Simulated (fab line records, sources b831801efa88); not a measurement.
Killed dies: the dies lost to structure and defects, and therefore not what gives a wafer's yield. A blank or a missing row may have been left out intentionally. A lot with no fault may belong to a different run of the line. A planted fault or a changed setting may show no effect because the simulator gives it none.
Code-filled problem report in 8D (eight disciplines) form | flow gf180mcu | the parts of the form that need people (team, actions taken, sign-off) are left out
Where a reading is given only as a bound, like >300, the bound stands for it, and a mean or a difference that rests on one is marked > or <: the true number lies beyond.

== 1. PROBLEM STATEMENT ==
Mean M4_ALCU_RS at GF_M4_RS_MEAS_05: 7.1635 ohm/sq over 6 wafers in 2 lots; fault-free wafers: 0.0698 ohm/sq, standard deviation 0.00092. So: +99 or more standard deviations from the usual mean.
The step: measures by four-point-probe.
Earliest sighting: wafer L766.1 on film metro-03 at day 25 23:25. The record holds 42 wafers of 14 lots with a number at this step. The rule behind "out" and "out of limits": a value lying over 4 standard deviations away from the usual mean. Any other wafer with a number is counted as sound.

== 2. WHAT IT IS AND WHAT IT IS NOT ==
question                    | is                           | is not
which readings at this step | M4_ALCU_RS                   | -
which lots                  | L766, L767                   | L757, L759, L761, L763, L765, L768, L775, L776, L777, L778, L779, L780
which wafers of those lots  | all that have a number       | -
read on which gauges        | film metro-01, film metro-03 | film metro-04
when                        | from day 25 23:25            | up to then (15 sound wafers); but 21 sound wafers of L768, L775, L776, L777, L778, L779, L780 came after

== 3. WHAT RULES OUT EACH SUSPECT ==
Counting: a tool at any process step up to the reading remains a suspect when it ran all the lots that are out and ran no sound lot after the first of those.
- the gauge at GF_M4_RS_MEAS_05 has been ruled out. 2 gauges (film metro-01, film metro-03) read the wafers that are out.
- pvd sputter-01 at GF_M4_SPUTTER_02 (material AlCu, target thk 450 nm, time 23.9 s): ruled out as a lasting fault. After its first lot that is out, L766 (day 25 23:19), sound lots L768 ran on it.
Left after counting: nothing in the record.

== 4. THE CAUSE (what the simulator had put in) ==
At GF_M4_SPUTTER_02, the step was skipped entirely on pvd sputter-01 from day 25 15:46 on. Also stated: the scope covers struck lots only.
It was ruled out by counting, in error; the rule expects a fault to strike all lots run on its tool from its start on, and this fault did not.

== 5. SEQUENCE OF EFFECTS, ordered by route ==
One row per reading whose mean, taken over the struck wafers that have a number, lies over 3 standard deviations from the usual. Readings are gone through only where the record gives a usual standard deviation; hours: the median, over the lots, of the time from a lot's start at the first step in this table giving one to that lot's start at this step; sigmas: the change measured in usual standard deviations.
hours | step                | reading        | usual         | on struck wafers | change  | sigmas
0     | GF_M4_RS_MEAS_05    | M4_ALCU_RS     | 0.0698 ohm/sq | 7.1635           | +7.0938 | +99 or more
0     | GF_M4_THK_MEAS_06   | M4_ALCU_THK    | 447 nm        | <0               | <-447   | <-76
21    | GF_M4_METAL_ETCH_16 | oes product au | 0.970 a.u.    | 0.992            | +0.022  | +3.6
It contains these process steps:
- GF_M4_METAL_ETCH_16: etches the open film in Cl2/BCl3, stops on SiO2, target depth 627.5 nm, time 104.6 s.
Readings that are blank on the struck wafers while sound wafers have them: cathode dc power W at GF_M4_SPUTTER_02; chamber pressure pa at GF_M4_SPUTTER_02; throttle valve pct at GF_M4_SPUTTER_02.

== 6. WHAT WOULD HAVE CAUGHT IT SOONER ==
The first out-of-limits reading at a measuring or inspecting step in this record came at day 25 23:25, 8 hours after the fault's start at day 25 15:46.
At GF_M4_SPUTTER_02 the tool's readings are blank on the struck wafers, where sound wafers have them: an empty tool record is the first sign, and it was there at once.
